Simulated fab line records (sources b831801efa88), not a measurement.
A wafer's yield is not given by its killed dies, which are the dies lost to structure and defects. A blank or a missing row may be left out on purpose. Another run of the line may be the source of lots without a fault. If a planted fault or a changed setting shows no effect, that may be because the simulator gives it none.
fab line records	flow sfqLine
record: lots: 5	wafers: 23
route steps=325 shown I1@84 M2@93 I2@104 M3@122 I3@134
startH: the number of hours between the record's first day and the start of the first shown wafer of the lot	waitH: hours since the lot's step before	" identical to the entry in the row above	L1.1+2: one row covering several wafers at once	- no value, or no start given	* or withheld: withheld	< > ~ a bound
route shown NAME@n: names a module that has steps shown in the file, with the first one's number in the route	usual: the fault-free wafers' mean and standard deviation	same: alike in all rows	chamber/n: place in a boat	sites: each site's reading	_std_site: the values' standard deviation	_edge_site: the outer-site mean with the inner-site mean subtracted	radiusMm: how far each site lies from the wafer's centre	mask NAME#n: copy n	behind: tool/chamber where the wafer was last shaped	hold: why the lot went on hold/how many hours it stayed there/how the hold came to an end	device: transistor that didn't switch, given as n, p or np	end of line: tests run on the same wafers once the route is complete	a step given without rows: its recipe and nothing more	killed: the dies lost at the first sort to structure and to defects; this is not the yield of the wafer	map: per-die view of a wafer (x killed, . not killed, _ where there is no die)
set.NAME: the setting as run; set.NAME@STEP: as run at that earlier step	model.NAME: the simulator's own value behind a step, which no gauge read
lots run with intentionally changed settings; tables by step, rows by wafer
== steps ==
step: SFQ_TRILAYER_I1_VIA_BARC_OPEN_VIA_ETCH_071
recipe: maskMaterial: PR	chemistry: O2	targetDepthNm: 125	target: BARC	sourceW: 500	biasW: 80	pressureMtorr: 30	timeS: 41.7
usual: oesProductAu: 0.684/0.005
lot.wafer	tool	chamber	startH	waitH	set.timeS	oesProductAu
L074.1	rieDiel-01	0	466.84	0.0	36.52	0.719
L074.2	"	1	"	"	41.7	0.684
L074.3	"	2	"	"	41.7	0.677
L074.5	"	2	"	"	36.52	0.724
L074.6	"	1	"	"	41.7	0.685
L078.1	rieDiel-03	2	475.24	0.0	44.05	0.682
L078.3	"	0	"	"	44.05	0.664
L078.4	"	3	"	"	44.05	0.671
L078.5	"	2	"	"	41.7	0.685
L078.6	"	3	"	"	41.7	0.680
L079.1	rieDiel-01	0	477.05	0.0	41.7	0.687
L079.2	"	1	"	"	41.7	0.684
L079.4	"	3	"	"	41.7	0.681
L082.1	rieDiel-04	0	483.09	0.0	41.7	0.690
L082.2	"	2	"	"	41.7	0.697
L082.3	"	1	"	"	37.13	0.729
L082.5	"	3	"	"	41.7	0.687
L082.6	"	2	"	"	37.13	0.736
L083.1	rieDiel-03	3	487.32	0.0	41.7	0.688
L083.2	"	0	"	"	41.7	0.686
L083.4	"	1	"	"	41.7	0.689
L083.5	"	1	"	"	41.7	0.683
L083.6	"	0	"	"	41.7	0.690
step: SFQ_TRILAYER_M2_LITHO_COAT_057
recipe: resist: KrF	spinRpm: 3000	resistThkNm: 600
lot.wafer	tool	chamber	startH	waitH	set.resistThkNm	model.KrF_of_TRILAYER_M2_LITHO_COAT_057.thkNm
L074.1	lithoTrack-02	0	468.96	0.2	600	599.7
L074.2	"	0	"	"	626.9	626
L074.3	"	0	"	"	600	598.8
L074.5	"	0	"	"	600	599.3
L074.6	"	0	"	"	626.9	625.1
L078.1	lithoTrack-02	0	477.36	0.2	600	599.3
L078.3	"	0	"	"	600	599.2
L078.4	"	0	"	"	612.6	613.1
L078.5	"	0	"	"	612.6	611.7
L078.6	"	0	"	"	612.6	613.3
L079.1	lithoTrack-03	0	479.21	0.2	600	599.9
L079.2	"	0	"	"	600	601
L079.4	"	0	"	"	600	601.8
L082.1	lithoTrack-02	0	485.24	0.2	600	598.4
L082.2	"	0	"	"	600	599.1
L082.3	"	0	"	"	614.2	612.9
L082.5	"	0	"	"	614.2	615
L082.6	"	0	"	"	600	600.8
L083.1	lithoTrack-01	0	488.85	0.2	577.9	579.2
L083.2	"	0	"	"	600	600.3
L083.4	"	0	"	"	600	603.8
L083.5	"	0	"	"	577.9	579.5
L083.6	"	0	"	"	600	601.1
step: SFQ_TRILAYER_M2_LITHO_SOFTBAKE_061
recipe: tempC: withheld	timeS: withheld	resist: KrF
step: SFQ_TRILAYER_M2_LITHO_EXPOSE_058
recipe: maskId: M2	na: 0.6	sourceShape: conventional	sigmaOuter: 0.65	targetCdNm: 500	doseMj: 14.4
step: SFQ_TRILAYER_M2_LITHO_DEVELOP_059
recipe: timeS: 60	resist: KrF
step: SFQ_TRILAYER_M2_BARC_OPEN_METAL_ETCH_077
recipe: maskMaterial: PR	chemistry: O2	targetDepthNm: 125	target: BARC	icpW: 600	biasW: 80	pressureMtorr: 10	timeS: 41.7
lot.wafer	tool	chamber	startH	waitH	set.resistThkNm@TRILAYER_M2_LITHO_COAT_057	model.KrF_of_TRILAYER_M2_LITHO_COAT_057.thkNm
L074.1	rieMetal-01	1	614.01	0.0	600	523.3
L074.2	"	0	"	"	626.9	547.6
L074.3	"	1	"	"	600	522.2
L074.5	"	1	"	"	600	522.9
L074.6	"	0	"	"	626.9	547.1
L078.1	rieMetal-01	0	622.41	0.0	600	521.4
L078.3	"	0	"	"	600	521.5
L078.4	"	1	"	"	612.6	536.8
L078.5	"	0	"	"	612.6	533.7
L078.6	"	1	"	"	612.6	537
L079.1	rieMetal-04	0	624.81	0.0	600	523.7
L079.2	"	1	"	"	600	521.9
L079.4	"	1	"	"	600	522.6
L082.1	rieMetal-01	0	630.81	0.0	600	520.7
L082.2	"	1	"	"	600	523.3
L082.3	"	1	"	"	614.2	537.2
L082.5	"	1	"	"	614.2	539.6
L082.6	"	0	"	"	600	523
L083.1	rieMetal-02	0	636.81	0.0	577.9	502.4
L083.2	"	1	"	"	600	521.8
L083.4	"	1	"	"	600	525.9
L083.5	"	0	"	"	577.9	502.8
L083.6	"	1	"	"	600	522.7
step: SFQ_TRILAYER_M2_ETCH_METAL_ETCH_060
recipe: target: Nb	stopOn: SiO2	maskMaterial: PR	chemistry: Cl2/Ar	targetDepthNm: 240	icpW: 600	biasW: 80	pressureMtorr: 10	timeS: 120
lot.wafer	tool	chamber	startH	waitH	set.biasW	set.resistThkNm@TRILAYER_M2_LITHO_COAT_057	model.KrF_of_TRILAYER_M2_LITHO_COAT_057.thkNm
L074.1	rieMetal-01	1	614.07	0.0	80	600	385.3
L074.2	"	0	"	"	80	626.9	404.7
L074.3	"	1	"	"	80	600	384.7
L074.5	"	1	"	"	80	600	385.7
L074.6	"	0	"	"	80	626.9	404.6
L078.1	rieMetal-01	0	622.47	0.0	84.55	600	376.4
L078.3	"	0	"	"	80	600	379.9
L078.4	"	1	"	"	80	612.6	400
L078.5	"	0	"	"	84.55	612.6	387.9
L078.6	"	1	"	"	84.55	612.6	397.9
L079.1	rieMetal-04	0	624.87	0.0	80	600	386.6
L079.2	"	1	"	"	80	600	376.3
L079.4	"	1	"	"	80	600	377.8
L082.1	rieMetal-01	0	630.87	0.0	80	600	377.8
L082.2	"	1	"	"	80	600	384.2
L082.3	"	1	"	"	80	614.2	397.9
L082.5	"	1	"	"	80	614.2	401.5
L082.6	"	0	"	"	80	600	380
L083.1	rieMetal-02	0	636.87	0.0	80	577.9	362.3
L083.2	"	1	"	"	80	600	377.4
L083.4	"	1	"	"	80	600	381.6
L083.5	"	0	"	"	80	577.9	363.2
L083.6	"	1	"	"	80	600	377.5
step: SFQ_TRILAYER_I2_CMP_CMP_064
recipe: material: SiO2	downForcePsi: 3	platenRpm: 60	padVelocityMS: 0.94248
lot.wafer	tool	chamber	startH	waitH	set.leaveAboveRefNm	model.SiO2_of_TRILAYER_I2_DEP_PECVD_063.thkNm
L074.1+5	cmp-01	1	622.59	7.6	211	210.8
L074.2	"	3	623.59	8.6	200	198.7
L074.3	"	0	"	"	200	200.7
L074.6	"	2	625.09	10.0	211	210.4
L078.3	cmp-02	2	636.55	13.1	186.3	188.7
L078.4	"	3	"	"	200	200.1
L078.1	"	0	"	"	200	198.3
L078.6	"	1	"	"	186.3	186.1
L078.5	"	2	"	"	200	200.9
L079.2	cmp-01	1	637.59	11.8	200	200.1
L079.1	"	2	"	"	200	201
L079.4	"	3	"	"	200	200.2
L082.1	cmp-02	3	642.05	10.2	205.9	206.2
L082.2	"	1	643.05	11.2	200	200.6
L082.3	"	2	"	"	200	202.4
L082.6	"	3	"	"	205.9	205.3
L082.5	"	0	"	"	205.9	204.4
L083.1	cmp-01	0	649.59	11.8	200	200.2
L083.2	"	2	650.59	12.8	200	200.9
L083.4+6	"	3,1	"	"	200	199.6
L083.5	"	0	"	"	200	201.3
step: SFQ_TRILAYER_I2_METRO_MEASURE_065
usual: thkNm: 200.1/1.3
lot.wafer	tool	chamber	startH	waitH	set.leaveAboveRefNm@TRILAYER_I2_CMP_CMP_064	thkNm
L074.1	filmMetro-04	-	625.71	0.1	211	210.8
L074.2	"	-	"	"	200	198.8
L074.3	"	-	"	"	200	200.8
L074.5	"	-	"	"	211	210.8
L074.6	"	-	"	"	211	210.4
L078.1	filmMetro-04	-	639.17	0.1	200	198.3
L078.3	"	-	"	"	186.3	188.7
L078.4	"	-	"	"	200	200.0
L078.5	"	-	"	"	200	200.9
L078.6	"	-	"	"	186.3	186.0
L079.1	filmMetro-01	-	640.71	0.1	200	201.2
L079.2	"	-	"	"	200	200.0
L079.4	"	-	"	"	200	200.3
L082.1	filmMetro-01	-	645.17	0.1	205.9	206.2
L082.2	"	-	"	"	200	200.6
L082.3	"	-	"	"	200	202.3
L082.5	"	-	"	"	205.9	204.3
L082.6	"	-	"	"	205.9	205.3
L083.1	filmMetro-01	-	652.71	0.1	200	200.4
L083.2	"	-	"	"	200	200.9
L083.4	"	-	"	"	200	199.6
L083.5	"	-	"	"	200	201.4
L083.6	"	-	"	"	200	199.8
step: SFQ_TRILAYER_I2_VIA_LITHO_EXPOSE_068
recipe: maskId: I2	na: 0.6	sourceShape: conventional	sigmaOuter: 0.65	targetCdNm: 500	doseMj: 21.3
lot.wafer	tool	chamber	startH	waitH	mask	set.doseMj
L074.1+2+3+5+6	krfScanner-01	0	766.20	-	I2#0	21.3
L078.1+6	krfScanner-02	0	778.44	-	I2#0	19.89
L078.3+4+5	"	0	"	"	I2#0	21.3
L079.1+2+4	krfScanner-02	0	780.84	-	I2#0	21.3
L082.1+3	krfScanner-02	0	785.64	-	I2#0	21.3
L082.2+5+6	"	0	"	"	I2#0	22.58
L083.1+2+4+5+6	krfScanner-02	0	791.64	-	I2#0	21.3
step: SFQ_TRILAYER_I2_VIA_LITHO_PEB_070
recipe: pebTempC: 115	pebTimeS: 60	resist: KrF
step: SFQ_TRILAYER_I2_VIA_LITHO_DEVELOP_069
recipe: timeS: 60	resist: KrF
step: SFQ_TRILAYER_I2_VIA_BARC_OPEN_VIA_ETCH_096
recipe: maskMaterial: PR	chemistry: O2	targetDepthNm: 125	target: BARC	sourceW: 518.3	biasW: 80	pressureMtorr: 30	timeS: 41.7
lot.wafer	tool	chamber	startH	waitH	set.doseMj@TRILAYER_I2_VIA_LITHO_EXPOSE_068	model.I2.cdNm
L074.1	rieDiel-03	2	767.74	0.0	21.3	501.4
L074.2	"	0	"	"	21.3	500
L074.3	"	1	"	"	21.3	501.3
L074.5	"	0	"	"	21.3	500.7
L074.6	"	3	"	"	21.3	500.3
L078.1	rieDiel-04	2	779.98	0.0	19.89	486.9
L078.3	"	3	"	"	21.3	497.8
L078.4	"	0	"	"	21.3	496.7
L078.5	"	0	"	"	21.3	496.6
L078.6	"	3	"	"	19.89	486.3
L079.1	rieDiel-02	2	782.38	0.0	21.3	499.5
L079.2	"	1	"	"	21.3	500
L079.4	"	3	"	"	21.3	497.6
L082.1	rieDiel-03	0	787.18	0.0	21.3	498.8
L082.2	"	3	"	"	22.58	508.2
L082.3	"	2	"	"	21.3	500
L082.5	"	3	"	"	22.58	508.7
L082.6	"	0	"	"	22.58	509.7
L083.1	rieDiel-02	0	793.18	0.0	21.3	501.5
L083.2	"	3	"	"	21.3	500.8
L083.4	"	2	"	"	21.3	500.6
L083.5	"	2	"	"	21.3	502
L083.6	"	1	"	"	21.3	501
step: SFQ_TRILAYER_I2_VIA_ETCH_VIA_ETCH_070
recipe: target: SiO2	stopOn: Nb	maskMaterial: PR	taperDeg: 20	chemistry: CHF3	targetDepthNm: 260	sourceW: 500	biasW: 80	pressureMtorr: 30	timeS: withheld
usual: oesProductAu: 0.855/0.0046
lot.wafer	tool	chamber	startH	waitH	set.leaveAboveRefNm@TRILAYER_I2_CMP_CMP_064	oesProductAu	model.I2.featureDepthNm	model.etch.depthNm
L074.1	rieDiel-03	2	767.78	0.0	211	0.885	210.7	-
L074.2	"	0	"	"	200	0.853	198.7	198.7
L074.3	"	1	"	"	200	0.857	200.7	200.7
L074.5	"	0	"	"	211	0.885	210.7	-
L074.6	"	3	"	"	211	0.880	210.4	210.4
L078.1	rieDiel-04	2	780.02	0.0	200	0.846	198.2	198.2
L078.3	"	3	"	"	186.3	0.824	188.7	188.7
L078.4	"	0	"	"	200	0.851	200.1	-
L078.5	"	0	"	"	200	0.862	200.8	-
L078.6	"	3	"	"	186.3	0.816	186.1	-
L079.1	rieDiel-02	2	782.42	0.0	200	0.861	201	201
L079.2	"	1	"	"	200	0.856	200.1	200.1
L079.4	"	3	"	"	200	0.857	200.2	200.2
L082.1	rieDiel-03	0	787.22	0.0	205.9	0.859	206.2	-
L082.2	"	3	"	"	200	0.851	200.6	-
L082.3	"	2	"	"	200	0.853	202.4	202.4
L082.5	"	3	"	"	205.9	0.863	204.4	204.4
L082.6	"	0	"	"	205.9	0.863	205.3	-
L083.1	rieDiel-02	0	793.22	0.0	200	0.856	200.2	-
L083.2	"	3	"	"	200	0.859	200.9	200.9
L083.4	"	2	"	"	200	0.854	199.6	-
L083.5	"	2	"	"	200	0.869	201.3	201.3
L083.6	"	1	"	"	200	0.859	199.6	199.6
step: SFQ_TRILAYER_M3_LITHO_COAT_080
recipe: resist: BARC	spinRpm: 3000	resistThkNm: 62
lot.wafer	tool	chamber	startH	waitH	set.resistThkNm	model.BARC_of_TRILAYER_M3_LITHO_COAT_080.thkNm
L074.1	lithoTrack-04	0	768.97	0.1	64.03	63.73
L074.2	"	0	"	"	64.03	63.6
L074.3	"	0	"	"	62	61.61
L074.5	"	0	"	"	62	61.79
L074.6	"	0	"	"	62	61.8
L078.1	lithoTrack-01	0	781.20	0.1	62	61.9
L078.3	"	0	"	"	60.37	60.2
L078.4	"	0	"	"	60.37	60.33
L078.5	"	0	"	"	62	62.02
L078.6	"	0	"	"	60.37	60.43
L079.1	lithoTrack-03	0	783.60	0.1	62	61.77
L079.2	"	0	"	"	62	61.73
L079.4	"	0	"	"	62	61.87
L082.1	lithoTrack-04	0	788.40	0.1	62	62.21
L082.2	"	0	"	"	65.15	65.31
L082.3	"	0	"	"	62	62.11
L082.5	"	0	"	"	65.15	65.41
L082.6	"	0	"	"	62	62.06
L083.1	lithoTrack-03	0	794.40	0.1	62	61.93
L083.2	"	0	"	"	58.42	58.41
L083.4	"	0	"	"	62	62.01
L083.5	"	0	"	"	62	61.86
L083.6	"	0	"	"	58.42	58.43
step: SFQ_TRILAYER_M3_LITHO_COAT_075
recipe: resist: KrF	spinRpm: 3000	resistThkNm: 600
step: SFQ_TRILAYER_M3_LITHO_SOFTBAKE_079
recipe: tempC: withheld	timeS: withheld	resist: KrF
step: SFQ_TRILAYER_M3_LITHO_DEVELOP_077
recipe: timeS: 60	resist: KrF
step: SFQ_TRILAYER_M3_BARC_OPEN_METAL_ETCH_100
recipe: maskMaterial: PR	chemistry: O2	targetDepthNm: 125	target: BARC	icpW: 600	biasW: 80	pressureMtorr: 10	timeS: 41.7
lot.wafer	tool	chamber	startH	waitH	set.resistThkNm@TRILAYER_M3_LITHO_COAT_080	model.etch.depthNm
L074.1	rieMetal-02	1	909.70	0.0	64.03	-
L074.2	"	0	"	"	64.03	63.6
L074.3	"	0	"	"	62	61.61
L074.5	"	1	"	"	62	-
L074.6	"	0	"	"	62	61.8
L078.1	rieMetal-01	0	922.81	0.0	62	61.9
L078.3	"	1	"	"	60.37	60.2
L078.4+6	"	0	"	"	60.37	-
L078.5	"	1	"	"	62	-
L079.1	rieMetal-03	0	926.41	0.0	62	61.77
L079.2	"	1	"	"	62	61.73
L079.4	"	0	"	"	62	61.87
L082.1+6	rieMetal-01	0,1	934.85	0.0	62	-
L082.2	"	1	"	"	65.15	-
L082.3	"	0	"	"	62	62.11
L082.5	"	0	"	"	65.15	65.41
L083.1+4	rieMetal-03	1	941.50	0.0	62	-
L083.2	"	0	"	"	58.42	58.41
L083.5	"	0	"	"	62	61.86
L083.6	"	1	"	"	58.42	58.43
step: SFQ_TRILAYER_I3_CMP_CMP_082
recipe: material: SiO2	downForcePsi: 3	platenRpm: 60	padVelocityMS: 0.94248
lot.wafer	tool	chamber	startH	waitH	set.leaveAboveRefNm	model.SiO2_of_TRILAYER_I3_DEP_PECVD_081.thkNm
L074.2	cmp-01	0	911.24	0.5	200	202.3
L074.3	"	1	"	"	200	200.4
L074.1	"	2	"	"	200	200.9
L074.5	"	3	"	"	200	201.3
L074.6	"	0	"	"	200	202.8
L078.3	cmp-01	3	925.24	1.4	194.6	194.7
L078.1	"	0	"	"	200	201.5
L078.4	"	1	"	"	194.6	194.1
L078.6	"	3	927.24	3.4	200	199.6
L078.5	"	0	"	"	200	202.1
L079.2	cmp-01	3	928.74	1.3	200	199.1
L079.1	"	0	"	"	200	200.3
L079.4	"	1	"	"	200	198.7
L082.1	cmp-01	2	937.24	1.4	200	197
L082.2	"	3	"	"	186	184.5
L082.3	"	1	938.74	2.9	200	197.8
L082.5	"	2	"	"	200	198
L082.6	"	3	"	"	186	183.9
L083.1	cmp-01	2	944.34	1.8	200	200.6
L083.4	"	0	945.34	2.8	200	201.6
L083.2	"	1	"	"	200	199.9
L083.6	"	2	"	"	208.1	208.4
L083.5	"	3	"	"	208.1	209
step: SFQ_TRILAYER_I3_METRO_MEASURE_083
usual: thkNm: 199.6/1.6
lot.wafer	tool	chamber	startH	waitH	set.leaveAboveRefNm@TRILAYER_I3_CMP_CMP_082	thkNm
L074.1	filmMetro-02	-	913.86	0.1	200	200.9
L074.2	"	-	"	"	200	202.1
L074.3	"	-	"	"	200	200.4
L074.5	"	-	"	"	200	201.2
L074.6	"	-	"	"	200	202.9
L078.1	filmMetro-01	-	928.36	0.1	200	201.7
L078.3	"	-	"	"	194.6	194.6
L078.4	"	-	"	"	194.6	194.1
L078.5	"	-	"	"	200	202.0
L078.6	"	-	"	"	200	199.7
L079.1	filmMetro-02	-	931.36	0.1	200	200.2
L079.2	"	-	"	"	200	199.1
L079.4	"	-	"	"	200	198.8
L082.1	filmMetro-03	-	940.36	0.1	200	197.1
L082.2	"	-	"	"	186	184.7
L082.3	"	-	"	"	200	197.7
L082.5	"	-	"	"	200	198.0
L082.6	"	-	"	"	186	183.7
L083.1	filmMetro-01	-	947.46	0.1	200	200.6
L083.2	"	-	"	"	200	200.1
L083.4	"	-	"	"	200	201.6
L083.5	"	-	"	"	208.1	209.0
L083.6	"	-	"	"	208.1	208.5
step: SFQ_TRILAYER_I3_VIA_LITHO_PEB_088
recipe: pebTempC: 115	pebTimeS: 60	resist: KrF
lot.wafer	tool	chamber	startH	waitH	set.pebTimeS
L074.1+2+3+5+6	lithoTrack-02	0	1063.89	1.0	60
L078.1+4	lithoTrack-02	0	1074.46	1.0	68.53
L078.3+5+6	"	0	"	"	60
L079.1+2+4	lithoTrack-04	0	1076.86	1.0	60
L082.1+2+3+5+6	lithoTrack-03	0	1084.06	1.0	60
L083.1+5+6	lithoTrack-03	0	1090.06	1.0	67.88
L083.2+4	"	0	"	"	60
step: SFQ_TRILAYER_I3_VIA_LITHO_DEVELOP_087
recipe: timeS: 60	resist: KrF
step: SFQ_TRILAYER_I3_VIA_BARC_OPEN_VIA_ETCH_121
recipe: maskMaterial: PR	chemistry: O2	targetDepthNm: 125	target: BARC	sourceW: 500	biasW: 80	pressureMtorr: 30	timeS: 41.7
lot.wafer	tool	chamber	startH	waitH	set.pebTimeS@TRILAYER_I3_VIA_LITHO_PEB_088	model.I3.cdNm
L074.1	rieDiel-03	0	1064.23	0.0	60	500.8
L074.2	"	2	"	"	60	500.2
L074.3	"	1	"	"	60	501
L074.5	"	0	"	"	60	499.1
L074.6	"	1	"	"	60	502.6
L078.1	rieDiel-02	1	1074.80	0.0	68.53	519
L078.3	"	3	"	"	60	501.2
L078.4	"	2	"	"	68.53	520.8
L078.5	"	0	"	"	60	503.3
L078.6	"	1	"	"	60	500.8
L079.1	rieDiel-02	2	1077.20	0.0	60	501.1
L079.2	"	1	"	"	60	497
L079.4	"	3	"	"	60	499.5
L082.1	rieDiel-01	2	1084.40	0.0	60	498.9
L082.2	"	3	"	"	60	502
L082.3	"	0	"	"	60	499.8
L082.5	"	3	"	"	60	503
L082.6	"	0	"	"	60	500.4
L083.1	rieDiel-02	3	1090.40	0.0	67.88	516.6
L083.2	"	2	"	"	60	500.4
L083.4	"	1	"	"	60	498.4
L083.5	"	3	"	"	67.88	515.7
L083.6	"	2	"	"	67.88	517.6
step: SFQ_TRILAYER_I3_VIA_ETCH_VIA_ETCH_088
recipe: target: SiO2	stopOn: Nb	maskMaterial: PR	taperDeg: 20	chemistry: CHF3	targetDepthNm: 260	sourceW: 500	biasW: 80	pressureMtorr: 30	timeS: withheld
usual: oesProductAu: 0.854/0.006
lot.wafer	tool	chamber	startH	waitH	set.leaveAboveRefNm@TRILAYER_I3_CMP_CMP_082	set.pebTimeS@TRILAYER_I3_VIA_LITHO_PEB_088	oesProductAu	model.I3.cdNm	model.I3.featureDepthNm	model.etch.depthNm
L074.1	rieDiel-03	0	1064.27	0.0	200	*	0.861	500.5	200.9	-
L074.2	"	2	"	"	200	*	0.863	498.1	202.3	202.3
L074.3	"	1	"	"	200	*	0.854	501.6	200.4	200.4
L074.5	"	0	"	"	200	*	0.865	497.6	201.3	-
L074.6	"	1	"	"	200	*	0.865	502.1	202.8	202.8
L078.1	rieDiel-02	1	1074.84	0.0	200	*	0.855	522.7	201.5	201.5
L078.3	"	3	"	"	194.6	*	0.842	500.9	194.7	194.7
L078.4	"	2	"	"	194.6	*	0.844	517.7	194.1	-
L078.5	"	0	"	"	200	*	0.860	501.3	202.1	-
L078.6	"	1	"	"	200	*	0.844	504.3	199.6	-
L079.1	rieDiel-02	2	1077.24	0.0	200	*	0.850	498.5	200.3	200.3
L079.2	"	1	"	"	200	*	0.853	500.1	199.1	199.1
L079.4	"	3	"	"	200	*	0.851	498.1	198.7	198.7
L082.1	rieDiel-01	2	1084.44	0.0	200	*	0.847	498.9	197	-
L082.2	"	3	"	"	186	*	0.818	503.3	184.5	-
L082.3	"	0	"	"	200	*	0.842	501.3	197.8	197.8
L082.5	"	3	"	"	200	*	0.849	505.9	198	198
L082.6	"	0	"	"	186	*	0.819	501.6	183.9	-
L083.1	rieDiel-02	3	1090.44	0.0	200	*	0.850	514.4	200.6	-
L083.2	"	2	"	"	200	*	0.854	495.8	199.9	199.9
L083.4	"	1	"	"	200	*	0.855	501.5	201.6	-
L083.5	"	3	"	"	208.1	*	0.866	513.5	209	209
L083.6	"	2	"	"	208.1	*	0.879	514.8	208.4	208.4
== key ==
split: step: SFQ_TRILAYER_I1_VIA_BARC_OPEN_VIA_ETCH_071	setting: timeS	stated: 41.7	by: wafer
response: step: SFQ_TRILAYER_I1_VIA_BARC_OPEN_VIA_ETCH_071	reading: oesProductAu	change: -0.00325	per: 1%	r: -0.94
split: step: SFQ_TRILAYER_M2_LITHO_COAT_057	setting: resistThkNm	stated: 600	by: wafer
response: step: SFQ_TRILAYER_M2_LITHO_COAT_057	reading: model.KrF_of_TRILAYER_M2_LITHO_COAT_057.thkNm	change: +6.02	per: 1%	r: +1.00
response: step: SFQ_TRILAYER_M2_BARC_OPEN_METAL_ETCH_077	reading: model.KrF_of_TRILAYER_M2_LITHO_COAT_057.thkNm	change: +5.84	per: 1%	r: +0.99
response: step: SFQ_TRILAYER_M2_ETCH_METAL_ETCH_060	reading: model.KrF_of_TRILAYER_M2_LITHO_COAT_057.thkNm	change: +5.2	per: 1%	r: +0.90
split: step: SFQ_TRILAYER_M2_ETCH_METAL_ETCH_060	setting: biasW	stated: 80	by: wafer
response none clear
split: step: SFQ_TRILAYER_I2_CMP_CMP_064	setting: leaveAboveRefNm	stated: 200	by: wafer
response: step: SFQ_TRILAYER_I2_CMP_CMP_064	reading: model.SiO2_of_TRILAYER_I2_DEP_PECVD_063.thkNm	change: +1.81	per: 1%	r: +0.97
response: step: SFQ_TRILAYER_I2_METRO_MEASURE_065	reading: thkNm	change: +1.82	per: 1%	r: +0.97
response: step: SFQ_TRILAYER_I2_VIA_ETCH_VIA_ETCH_070	reading: oesProductAu	change: +0.00478	per: 1%	r: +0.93
response: step: SFQ_TRILAYER_I2_VIA_ETCH_VIA_ETCH_070	reading: model.I2.featureDepthNm	change: +1.81	per: 1%	r: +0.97
response: step: SFQ_TRILAYER_I2_VIA_ETCH_VIA_ETCH_070	reading: model.etch.depthNm	change: +1.56	per: 1%	r: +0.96
split: step: SFQ_TRILAYER_I2_VIA_LITHO_EXPOSE_068	setting: doseMj	stated: 21.3	by: wafer
response: step: SFQ_TRILAYER_I2_VIA_BARC_OPEN_VIA_ETCH_096	reading: model.I2.cdNm	change: +1.58	per: 1%	r: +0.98
split: step: SFQ_TRILAYER_M3_LITHO_COAT_080	setting: resistThkNm	stated: 62	by: wafer
response: step: SFQ_TRILAYER_M3_LITHO_COAT_080	reading: model.BARC_of_TRILAYER_M3_LITHO_COAT_080.thkNm	change: +0.617	per: 1%	r: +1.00
response: step: SFQ_TRILAYER_M3_BARC_OPEN_METAL_ETCH_100	reading: model.etch.depthNm	change: +0.612	per: 1%	r: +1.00
split: step: SFQ_TRILAYER_I3_CMP_CMP_082	setting: leaveAboveRefNm	stated: 200	by: wafer
response: step: SFQ_TRILAYER_I3_CMP_CMP_082	reading: model.SiO2_of_TRILAYER_I3_DEP_PECVD_081.thkNm	change: +1.99	per: 1%	r: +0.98
response: step: SFQ_TRILAYER_I3_METRO_MEASURE_083	reading: thkNm	change: +1.98	per: 1%	r: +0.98
response: step: SFQ_TRILAYER_I3_VIA_ETCH_VIA_ETCH_088	reading: oesProductAu	change: +0.00412	per: 1%	r: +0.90
response: step: SFQ_TRILAYER_I3_VIA_ETCH_VIA_ETCH_088	reading: model.I3.featureDepthNm	change: +1.99	per: 1%	r: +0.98
response: step: SFQ_TRILAYER_I3_VIA_ETCH_VIA_ETCH_088	reading: model.etch.depthNm	change: +2.26	per: 1%	r: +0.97
split: step: SFQ_TRILAYER_I3_VIA_LITHO_PEB_088	setting: pebTimeS	stated: 60	by: wafer
response: step: SFQ_TRILAYER_I3_VIA_BARC_OPEN_VIA_ETCH_121	reading: model.I3.cdNm	change: +1.29	per: 1%	r: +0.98
response: step: SFQ_TRILAYER_I3_VIA_ETCH_VIA_ETCH_088	reading: model.I3.cdNm	change: +1.23	per: 1%	r: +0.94
